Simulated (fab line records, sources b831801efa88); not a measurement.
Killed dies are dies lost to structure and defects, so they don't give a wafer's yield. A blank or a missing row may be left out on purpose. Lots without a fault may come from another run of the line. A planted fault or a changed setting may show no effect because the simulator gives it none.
Which tool did it? | flow sky130 | 24 lots, 72 wafers sampled, at 6 steps of a route of 708

WHAT THE GAUGES READ, wafer by wafer
SKY_LI_CONTACT_RS_MEAS_22: measures by four-point-probe.
lot  | measured     | on            | LI_CONTACT_W_RS (ohm/sq)
L074 | day 29 01:08 | film_metro-03 | 0.2854 0.2859 0.2840
L075 | day 29 09:35 | film_metro-03 | 0.2815 0.2792 0.2815
L076 | day 29 18:16 | film_metro-04 | 0.2829 0.2802 0.2841
L077 | day 30 10:10 | film_metro-04 | 0.2889 0.2886 0.2900
L078 | day 30 21:58 | film_metro-04 | 0.2827 0.2860 0.2855
L079 | day 31 00:31 | film_metro-04 | 0.2816 0.2832 0.2848
L080 | day 31 10:22 | film_metro-01 | 0.2859 0.2792 0.2802
L081 | day 31 19:07 | film_metro-03 | 0.2815 0.2801 0.2816
L082 | day 32 01:56 | film_metro-04 | 0.2889 0.2876 0.2835
L083 | day 32 15:56 | film_metro-04 | 0.2813 0.2840 0.2885
L084 | day 32 16:01 | film_metro-01 | 0.2802 0.2820 0.2813
L085 | day 33 01:11 | film_metro-04 | 0.2870 0.2891 0.2855
L086 | day 33 19:13 | film_metro-01 | 0.2871 0.2845 0.2880
L087 | day 33 23:25 | film_metro-01 | 0.2779 0.2820 0.2850
L089 | day 34 08:03 | film_metro-01 | 0.2847 0.2802 0.2826
L088 | day 34 11:04 | film_metro-04 | 0.2859 0.2858 0.2833
L090 | day 34 12:53 | film_metro-03 | 0.2840 0.2871 0.2829
L091 | day 34 17:05 | film_metro-04 | 0.2858 0.2906 0.2854
L092 | day 35 09:22 | film_metro-01 | 0.2824 0.2824 0.2874
L093 | day 35 11:24 | film_metro-01 | 0.2833 0.2844 0.2836
L094 | day 36 00:27 | film_metro-04 | 0.2848 0.2869 0.2896
L095 | day 36 03:20 | film_metro-01 | 0.2886 0.2830 0.2859
L096 | day 36 09:58 | film_metro-04 | 0.2842 0.2822 0.2859
L097 | day 36 12:44 | film_metro-04 | 0.2883 0.2861 0.2853

SKY_VIA1_OVL_MEAS_13.
lot  | measured     | on         | VIA1_OVL (nm)
L074 | day 33 22:02 | overlay-02 | 4 -4 -5
L075 | day 34 05:32 | overlay-01 | -4 -8 -6
L076 | day 34 14:08 | overlay-02 | -2 -6 -1
L077 | day 35 03:10 | overlay-02 | -4 -2 -6
L078 | day 35 17:50 | overlay-02 | -1 5 -3
L079 | day 35 18:54 | overlay-02 | 2 3 3
L080 | day 36 02:49 | overlay-02 | 4 7 3
L081 | day 36 09:54 | overlay-02 | -4 -4 -2
L082 | day 36 18:07 | overlay-01 | 2 10 -1
L083 | day 37 07:34 | overlay-02 | -3 -2 2
L084 | day 37 07:55 | overlay-01 | -9 -6 -8
L085 | day 37 16:35 | overlay-01 | 2 -1 2
L086 | day 38 08:20 | overlay-02 | -2 1 -4
L087 | day 38 13:38 | overlay-01 | 4 8 1
L089 | day 38 21:14 | overlay-01 | 3 1 6
L088 | day 39 02:10 | overlay-01 | 8 2 1
L090 | day 39 02:31 | overlay-01 | 6 10 5
L091 | day 39 06:37 | overlay-01 | -1 3 -2
L092 | day 39 21:43 | overlay-02 | -2 -5 -5
L093 | day 40 01:15 | overlay-02 | 0 7 0
L094 | day 40 12:10 | overlay-01 | 10 10 6
L095 | day 40 16:01 | overlay-02 | -4 -2 -1
L096 | day 40 21:13 | overlay-02 | 9 11 1
L097 | day 40 23:08 | overlay-01 | -2 0 -1

SKY_METAL2_CD_MEAS_15: target cd 140 nm.
lot  | measured     | on        | cd_nm (nm)
L074 | day 35 02:05 | cd_sem-02 | 140.2 138.7 137.0
L075 | day 35 09:44 | cd_sem-01 | 141.7 139.8 140.6
L076 | day 35 18:25 | cd_sem-01 | 141.8 141.2 140.7
L077 | day 36 07:38 | cd_sem-02 | 136.9 137.6 138.6
L078 | day 36 21:31 | cd_sem-01 | 137.1 136.8 135.9
L079 | day 36 22:59 | cd_sem-02 | 139.7 140.7 138.6
L080 | day 37 06:25 | cd_sem-02 | 141.9 141.5 140.2
L081 | day 37 13:22 | cd_sem-02 | 142.8 140.8 139.3
L082 | day 37 22:01 | cd_sem-01 | 138.6 139.3 138.3
L083 | day 38 10:54 | cd_sem-02 | 142.0 141.0 141.1
L084 | day 38 11:34 | cd_sem-01 | 140.7 138.4 139.4
L085 | day 38 19:38 | cd_sem-01 | 140.3 139.0 137.9
L086 | day 39 10:44 | cd_sem-01 | 139.3 138.9 137.9
L087 | day 39 16:13 | cd_sem-02 | 137.4 138.7 139.6
L089 | day 39 23:34 | cd_sem-02 | 138.7 138.6 140.1
L088 | day 40 04:02 | cd_sem-02 | 142.1 142.6 141.9
L090 | day 40 04:29 | cd_sem-01 | 139.5 139.6 140.1
L091 | day 40 09:21 | cd_sem-02 | 138.1 140.5 140.2
L092 | day 40 23:23 | cd_sem-01 | 140.1 139.6 139.4
L093 | day 41 03:14 | cd_sem-01 | 139.5 140.5 141.0
L094 | day 41 13:56 | cd_sem-02 | 140.7 139.0 140.3
L095 | day 41 18:39 | cd_sem-01 | 138.9 137.9 139.5
L096 | day 41 23:38 | cd_sem-02 | 135.7 135.8 136.3
L097 | day 42 00:37 | cd_sem-02 | 139.5 141.7 142.4

WHICH TOOL RAN EACH LOT (tool, then ch and the chambers of the sampled wafers, then the start)
lot  | SKY_SD_P_STRIP_10                    | SKY_RES_XHIGH_STRIP_08               | SKY_LI_CONTACT_CVD_21
L074 | plasma_asher-03 ch 0,1, day 25 07:25 | plasma_asher-03 ch 0,1, day 26 12:28 | cvd_w-01 ch 0,1, day 29 01:01
L075 | plasma_asher-02 ch 0,1, day 25 17:12 | plasma_asher-02 ch 0,1, day 26 21:37 | cvd_w-02 ch 0,1, day 29 09:28
L076 | plasma_asher-03 ch 1, day 26 02:11   | plasma_asher-03 ch 0,1, day 27 07:04 | cvd_w-02 ch 0,1, day 29 18:08
L077 | plasma_asher-02 ch 0,1, day 26 17:24 | plasma_asher-03 ch 0,1, day 27 22:07 | cvd_w-01 ch 0, day 30 09:56
L078 | plasma_asher-04 ch 0,1, day 27 05:14 | plasma_asher-02 ch 0,1, day 28 10:48 | cvd_w-01 ch 1, day 30 21:46
L079 | plasma_asher-03 ch 0,1, day 27 09:47 | plasma_asher-02 ch 1, day 28 14:31   | cvd_w-01 ch 1, day 31 00:23
L080 | plasma_asher-03 ch 0,1, day 27 18:46 | plasma_asher-01 ch 0,1, day 28 23:40 | cvd_w-01 ch 0,1, day 31 10:14
L081 | plasma_asher-04 ch 0,1, day 28 04:05 | plasma_asher-01 ch 1, day 29 08:58   | cvd_w-01 ch 0,1, day 31 18:58
L082 | plasma_asher-03 ch 0,1, day 28 12:23 | plasma_asher-02 ch 0,1, day 29 17:31 | cvd_w-02 ch 0,1, day 32 01:49
L083 | plasma_asher-04 ch 0,1, day 29 01:50 | plasma_asher-03 ch 0,1, day 30 06:22 | cvd_w-01 ch 0,1, day 32 15:49
L084 | plasma_asher-03 ch 0, day 29 02:26   | plasma_asher-02 ch 0,1, day 30 06:55 | cvd_w-02 ch 0,1, day 32 15:52
L085 | plasma_asher-02 ch 0,1, day 29 10:18 | plasma_asher-01 ch 0,1, day 30 14:52 | cvd_w-01 ch 0,1, day 33 01:02
L086 | plasma_asher-04 ch 0,1, day 30 07:13 | plasma_asher-02 ch 0,1, day 31 10:58 | cvd_w-01 ch 0,1, day 33 19:04
L087 | plasma_asher-04 ch 0,1, day 30 11:21 | plasma_asher-01 ch 0,1, day 31 15:13 | cvd_w-02 ch 0,1, day 33 23:16
L089 | plasma_asher-03 ch 1, day 30 21:44   | plasma_asher-01 ch 1, day 32 00:43   | cvd_w-01 ch 0,1, day 34 07:56
L088 | plasma_asher-02 ch 0,1, day 30 23:00 | plasma_asher-03 ch 0,1, day 32 02:58 | cvd_w-01 ch 0,1, day 34 10:56
L090 | plasma_asher-03 ch 0,1, day 31 02:11 | plasma_asher-02 ch 0,1, day 32 05:16 | cvd_w-02 ch 0,1, day 34 12:46
L091 | plasma_asher-04 ch 0,1, day 31 07:44 | plasma_asher-03 ch 0,1, day 32 10:04 | cvd_w-01 ch 0,1, day 34 16:57
L092 | plasma_asher-04 ch 0,1, day 31 22:11 | plasma_asher-02 ch 0,1, day 33 01:40 | cvd_w-02 ch 0,1, day 35 09:13
L093 | plasma_asher-02 ch 0,1, day 31 23:27 | plasma_asher-03 ch 0,1, day 33 02:46 | cvd_w-02 ch 0,1, day 35 11:15
L094 | plasma_asher-04 ch 0,1, day 32 14:11 | plasma_asher-02 ch 0,1, day 33 17:28 | cvd_w-01 ch 0,1, day 36 00:18
L095 | plasma_asher-03 ch 0,1, day 32 16:38 | plasma_asher-02 ch 0,1, day 33 19:28 | cvd_w-01 ch 0,1, day 36 03:13
L096 | plasma_asher-02 ch 0,1, day 33 00:14 | plasma_asher-01 ch 0,1, day 34 02:25 | cvd_w-02 ch 0,1, day 36 09:50
L097 | plasma_asher-04 ch 0, day 33 02:26   | plasma_asher-02 ch 0, day 34 05:13   | cvd_w-02 ch 0,1, day 36 12:37
- SKY_SD_P_STRIP_10: strips in O2/N2.
- SKY_RES_XHIGH_STRIP_08: strips in O2/N2.
- SKY_LI_CONTACT_CVD_21: deposits W, target thk 400 nm, time 120.56 s.

WHAT THE TOOLS THEMSELVES READ (means of the sampled wafers that have a number; where no wafer has one, the mark that the record gives instead)
SKY_SD_P_STRIP_10.
lot  | tool            | drypump_motor_current_A (A) | oes_product_au (a.u.) | strip_time_to_endpoint_s (s)
L074 | plasma_asher-03 | 5.35                        | 0.619                 | 17.50
L075 | plasma_asher-02 | 5.61                        | 0.618                 | 17.52
L076 | plasma_asher-03 | 5.15                        | 0.622                 | 17.48
L077 | plasma_asher-02 | 5.62                        | 0.623                 | 17.56
L078 | plasma_asher-04 | 5.78                        | 0.617                 | 17.46
L079 | plasma_asher-03 | 5.33                        | 0.620                 | 17.50
L080 | plasma_asher-03 | 5.23                        | 0.616                 | 17.50
L081 | plasma_asher-04 | 5.78                        | 0.620                 | 17.45
L082 | plasma_asher-03 | 5.23                        | 0.616                 | 17.52
L083 | plasma_asher-04 | 5.80                        | 0.618                 | 17.48
L084 | plasma_asher-03 | 5.44                        | 0.621                 | 17.45
L085 | plasma_asher-02 | 5.61                        | 0.616                 | 17.48
L086 | plasma_asher-04 | 5.77                        | 0.618                 | 17.47
L087 | plasma_asher-04 | 5.78                        | 0.613                 | 17.47
L089 | plasma_asher-03 | 5.14                        | 0.616                 | 17.48
L088 | plasma_asher-02 | 5.55                        | 0.621                 | 17.48
L090 | plasma_asher-03 | 5.25                        | 0.617                 | 17.54
L091 | plasma_asher-04 | 5.79                        | 0.617                 | 17.45
L092 | plasma_asher-04 | 5.80                        | 0.620                 | 17.45
L093 | plasma_asher-02 | 5.57                        | 0.620                 | 17.54
L094 | plasma_asher-04 | 5.79                        | 0.620                 | 17.47
L095 | plasma_asher-03 | 5.34                        | 0.613                 | 17.49
L096 | plasma_asher-02 | 5.57                        | 0.621                 | 17.51
L097 | plasma_asher-04 | 5.79                        | 0.619                 | 17.49

SKY_RES_XHIGH_STRIP_08.
lot  | tool            | drypump_motor_current_A (A) | oes_product_au (a.u.) | strip_time_to_endpoint_s (s)
L074 | plasma_asher-03 | 5.23                        | 0.710                 | 14.32
L075 | plasma_asher-02 | 5.56                        | 0.714                 | 14.32
L076 | plasma_asher-03 | 5.24                        | 0.714                 | 14.30
L077 | plasma_asher-03 | 5.35                        | 0.712                 | 14.31
L078 | plasma_asher-02 | 5.56                        | 0.711                 | 14.26
L079 | plasma_asher-02 | 5.52                        | 0.714                 | 14.31
L080 | plasma_asher-01 | 5.94                        | 0.709                 | 14.25
L081 | plasma_asher-01 | 5.61                        | 0.711                 | 14.30
L082 | plasma_asher-02 | 5.57                        | 0.714                 | 14.22
L083 | plasma_asher-03 | 5.24                        | 0.708                 | 14.28
L084 | plasma_asher-02 | 5.61                        | 0.711                 | 14.27
L085 | plasma_asher-01 | 5.77                        | 0.711                 | 14.30
L086 | plasma_asher-02 | 5.59                        | 0.710                 | 14.29
L087 | plasma_asher-01 | 5.91                        | 0.717                 | 14.32
L089 | plasma_asher-01 | 5.59                        | 0.709                 | 14.29
L088 | plasma_asher-03 | 5.34                        | 0.711                 | 14.26
L090 | plasma_asher-02 | 5.55                        | 0.713                 | 14.27
L091 | plasma_asher-03 | 5.32                        | 0.708                 | 14.31
L092 | plasma_asher-02 | 5.59                        | 0.713                 | 14.24
L093 | plasma_asher-03 | 5.23                        | 0.715                 | 14.31
L094 | plasma_asher-02 | 5.56                        | 0.713                 | 14.24
L095 | plasma_asher-02 | 5.57                        | 0.712                 | 14.20
L096 | plasma_asher-01 | 5.92                        | 0.710                 | 14.26
L097 | plasma_asher-02 | 5.64                        | 0.709                 | 14.30

SKY_LI_CONTACT_CVD_21.
lot  | tool     | heater_power_w (W)
L074 | cvd_w-01 | 837
L075 | cvd_w-02 | 818
L076 | cvd_w-02 | 837
L077 | cvd_w-01 | 847
L078 | cvd_w-01 | 818
L079 | cvd_w-01 | 825
L080 | cvd_w-01 | 836
L081 | cvd_w-01 | 832
L082 | cvd_w-02 | 828
L083 | cvd_w-01 | 827
L084 | cvd_w-02 | 850
L085 | cvd_w-01 | 846
L086 | cvd_w-01 | 825
L087 | cvd_w-02 | 846
L089 | cvd_w-01 | 819
L088 | cvd_w-01 | 840
L090 | cvd_w-02 | 846
L091 | cvd_w-01 | 824
L092 | cvd_w-02 | 838
L093 | cvd_w-02 | 852
L094 | cvd_w-01 | 838
L095 | cvd_w-01 | 838
L096 | cvd_w-02 | 843
L097 | cvd_w-02 | 846

THE ANSWER, worked out from the rows above alone
Rule: what is usual is taken from the lots themselves. Put in order of their means at a reading, lots are off if they are a third of the lots or fewer, leave a main group of 4 or more, and stand apart from it by a gap of 3 or more times the standard deviation of the main group's means; of several such gaps the widest counts. A main group whose means are all the same, to the digits that the tables above print for the reading, isn't used. A lot without any number at a reading at which 4 lots or more have one is off too. The other lots that the step has rows for count as sound. The gauges are gone through in route order, then the tools' own readings, and for those a lot's mean is taken as printed above. The first step at which some lot is off is used, and at that step the reading that is off furthest; a lot without a number counts as furthest.
No lot is off at any reading shown: from this, nothing can be told.

WHAT THE SIMULATOR HAD PUT IN
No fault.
